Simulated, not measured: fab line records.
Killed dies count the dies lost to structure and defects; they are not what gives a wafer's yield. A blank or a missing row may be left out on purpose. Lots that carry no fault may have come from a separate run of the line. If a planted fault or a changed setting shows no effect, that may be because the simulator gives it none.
A struck lot beside a sound one || flow sky130 || 15 out of 708 route steps
Sound: the wafers L219.2, L219.4, L219.5. Struck: wafer L222.6 (L222.4, L222.5, from the same lot, were not struck and are left out); the cause is given at the end.
Order at every step that has rows: each side's tool, ch and its chambers, its first start. Under that, the readings that differ: sound wafers || struck wafers || difference of the means || sigmas: that difference in standard deviations of wafers without a fault.
alike: a reading whose means differ by less than 2 such deviations, as well as words and numbers matching on both sides. not compared: withheld readings; readings where some wafer has no value; bounds like >300 that might hide an equal value; numbers whose values overlap and for which the record gives no deviation.
A row with sigmas, a row that says differs or no value, or rows on one side alone: a step with any of these is where the two part. Non-overlapping numbers with no deviation appear without sigmas and do not part them. Lack of a reading on every wafer of one side parts them only where that side has two or more wafers.

first, 2 steps without rows for these wafers: SKY_VIA4_PEB_09; SKY_VIA4_DEVELOP_10 (develop time 60 s).
SKY_VIA4_OVL_MEAS_11:
  struck on overlay-01, day 44 21:00; sound on overlay-02, day 44 06:24
  alike: VIA4_OVL
SKY_VIA4_ETCH_12: etches SiO2 in C4F8/O2/Ar, stops on TiN, target depth 580 nm.
  sound on rie diel-03 ch 1,2,3, day 44 06:26; struck on rie diel-03 ch 1, day 44 21:01
  alike: bias w, chamber pressure mTorr, oes product au
SKY_VIA4_STRIP_13: strips in O2/N2.
  sound on plasma asher-03 ch 0,1, day 44 06:30; struck on plasma asher-02 ch 0, day 44 21:07
{"reading": "drypump motor current A (A)", "sound": "5.0 5.1 5.7", "struck": 6.4, "difference": "+1.1", "sigmas": "+3"}
  alike: chamber pressure mTorr, oes product au, strip time to endpoint s
  not compared: rf hours counter h
then, 3 steps without rows for these wafers: SKY_VIA4_STRIP_14 (strips in post etch residue remover, time 1200 s); SKY_VIA4_CLEAN_15 (cleans in IPA, time 180 s); SKY_VIA4_CLEAN_16 (cleans in O3/DIW).
SKY_VIA4_SPUTTER_17: material TiN, target thk 20 nm, time 80 s.
  struck on pvd sputter-04, day 44 21:41; sound on pvd sputter-04, day 44 07:30
  alike: throttle valve pct
SKY_VIA4_CVD_18: deposits W, target thk 505 nm, time 152.14 s.
  sound on cvd w-02 ch 0,1, day 44 07:34; struck on cvd w-01 ch 0, day 44 21:47
  alike: heater power w
SKY_VIA4_RS_MEAS_19: uses a four-point probe to measure.
  struck on film metro-03, day 44 21:57; sound on film metro-03, day 44 07:44
{"reading": "VIA4_W_RS (ohm/sq)", "sound": "0.2243 0.2225 0.2243", "struck": 0.2298, "difference": "+0.0061", "sigmas": "+2"}
SKY_VIA4_THK_MEAS_20: measures by xrf.
  struck on film metro-03, day 44 22:02; sound on film metro-03, day 44 07:50
{"reading": "VIA4_W_THK (nm)", "sound": "519 520 517", "struck": 503, "difference": -16, "sigmas": -2}
SKY_VIA4_CMP_21: polishes, stops on SiO2, t overpolish 25 s, target thk 0 nm.
  sound on cmp-01 ch 0,3, day 44 08:42; struck on cmp-01 ch 2, day 44 22:04
{"reading": "overpolish run s (s)", "sound": "24.997 25.009 25.014", "struck": 0.044, "difference": -24.963, "sigmas": "-99 or more"}
{"reading": "time to endpoint s (s)", "sound": "115 125 116", "struck": 189, "difference": "+70", "sigmas": "+15"}
  alike: edge zone pressure frac, motor current A, retaining ring pressure frac
SKY_METAL5_SPUTTER_00: material Ti, target thk 15 nm, time 10 s.
  sound wafers here have rows in the record (pvd sputter-02, day 44 09:00); struck ones have none
-- the record jumps here: 3 days lie between the struck wafers' starts before and after (it left off in module METAL5 and takes up again in module PAD_OPEN, whose first step shown is number 708 of the route) --
SKY_PAD_OPEN_PROBE_99:
  struck on prober-02, day 47 13:43; sound on prober-01, day 47 01:18
{"reading": "defect limited yield (%)", "sound": "78.5 80.5 84.6", "struck": 0, "difference": -81, "sigmas": -43}
{"reading": "killed_at_M4_up", "sound": "6 3 1", "struck": 400, "difference": "+397", "sigmas": "+99 or more"}
{"reading": "killed dies", "sound": "106 96 76", "struck": 492, "difference": "+399", "sigmas": "+44"}
{"reading": "killed on rim", "sound": "17 21 8", "struck": 96, "difference": "+81", "sigmas": "+20"}
{"reading": "sort_bin_3_pad_short (%)", "sound": "0.6 0.8 1.2", "struck": 80.7, "difference": "+79.8", "sigmas": "+99 or more"}
{"reading": "sort_bin_6_memory (%)", "sound": "5.7 6.5 5.3", "struck": 8.3, "difference": "+2.5", "sigmas": "+2"}
{"reading": "sort n pass", "sound": "386 396 416", "struck": 0, "difference": -399, "sigmas": -44}
{"reading": "sort yield pct (%)", "sound": "78.5 80.5 84.6", "struck": 0, "difference": -81, "sigmas": -43}
  alike: killed_at_M0_to_M3, killed at contacts, killed at front end, killed at other, killed open, killed short, sort_bin_5_function

== WHERE THEY PART ==
Earliest at SKY_VIA4_STRIP_13; latest, in this record, at SKY_PAD_OPEN_PROBE_99.

WHY: what had been put in by the simulator
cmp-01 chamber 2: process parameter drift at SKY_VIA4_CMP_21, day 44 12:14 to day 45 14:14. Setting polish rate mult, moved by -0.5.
